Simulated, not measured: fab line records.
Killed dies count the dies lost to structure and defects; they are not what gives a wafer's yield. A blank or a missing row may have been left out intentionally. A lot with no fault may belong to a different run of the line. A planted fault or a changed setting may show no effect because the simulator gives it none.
One fault through the eyes of 2 desks :: flow gf180mcu :: each desk has only its own numbers; what lay behind them comes last

== FROM THE METROLOGY DESK ==
Lot by lot, what the gauges showed, no matter which tool ran the lot: averages of those sampled wafers that carry a number. The brackets show how far a lot's mean lies from the usual mean; more than 4 standard deviations puts the lot out of limits, marked OUT.
Columns: A = V3_CVD_02_THK at GF_V3_THK_MEAS_03, usual 849 nm; B = cd_nm at GF_V3_CD_MEAS_14, usual 259.7 nm
lot: L825
first seen here: day 21 14:16
A: 855
B: 259.8

lot: L829
first seen here: day 23 07:42
A: 857
B: 249.4 (-8.6) OUT

lot: L833
first seen here: day 24 17:52
A: 853
B: 249.3 (-8.7) OUT

lot: L837
first seen here: day 25 23:40
A: 847
B: 262.0

lot: L838
first seen here: day 26 04:49
A: 848
B: 259.9

lot: L840
first seen here: day 27 01:34
A: 850
B: 258.7

lot: L841
first seen here: day 27 11:52
A: 851
B: 259.6

lot: L842
first seen here: day 27 18:59
A: 843
B: 260.2

lot: L843
first seen here: day 27 19:38
A: 840
B: 259.3

lot: L844
first seen here: day 28 03:25
A: 844
B: 257.8

lot: L845
first seen here: day 28 11:41
A: 853
B: 259.5

lot: L846
first seen here: day 28 19:31
A: 852
B: 261.4
This desk finds L829, L833 out of limits, L829 being first, at day 24 06:25 (cd_nm at GF_V3_CD_MEAS_14). Within limits: L825, L837, L838, L840, L841, L842, L843, L844, L845, L846.

== FOR THE TOOL OWNER'S DESK: litho_track-03 ==
The tool's own readings at GF_V3_SOFTBAKE_10 (time 60 s): means of the sampled wafers that have a number, for each lot that ran on this tool. The brackets show how far a lot's mean lies from the usual mean; more than 4 standard deviations puts the lot out of limits, marked OUT.
Columns: A = exhaust_pa at GF_V3_SOFTBAKE_10, usual 45.1 Pa; B = heater_power_total_W at GF_V3_SOFTBAKE_10, usual 93.05 W; C = plate_temp_C at GF_V3_SOFTBAKE_10, usual 130.01 C
lot: L829
first seen here: day 23 19:00
A: 45.5
B: 88.73 (-77) OUT
C: 125.26 (-34) OUT

lot: L833
first seen here: day 25 04:00
A: 44.5
B: 88.65 (-79) OUT
C: 125.29 (-34) OUT

lot: L840
first seen here: day 27 12:00
A: 45.9
B: 93.06
C: 129.94

lot: L841
first seen here: day 27 22:00
A: 44.5
B: 93.05
C: 129.98

lot: L842
first seen here: day 28 05:00
A: 44.7
B: 93.00
C: 130.00

lot: L844
first seen here: day 28 13:00
A: 46.0
B: 93.01
C: 130.03

lot: L846
first seen here: day 29 05:00
A: 44.7
B: 93.06
C: 130.04
This desk finds L829, L833 out of limits, L829 being first, at day 23 19:00 (heater_power_total_W at GF_V3_SOFTBAKE_10). Within limits: L840, L841, L842, L844, L846.

== PUT TOGETHER ==
The tool owner's desk could have raised an alarm at day 23 19:00, on L829, L833.
L829, L833 would have let the metrology desk raise an alarm at day 24 06:25.
The lots listed all ran GF_V3_SOFTBAKE_10 on litho_track-03.

== WHAT THE SIMULATOR PUT IN ==
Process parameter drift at GF_V3_SOFTBAKE_10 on litho_track-03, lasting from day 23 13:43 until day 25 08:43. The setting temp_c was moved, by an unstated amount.
Shown lots that were struck: L829, L833.
Delay (hours) between the fault's onset and each desk's first out-of-limits reading: 5 at the tool owner's desk, 17 at the metrology desk.
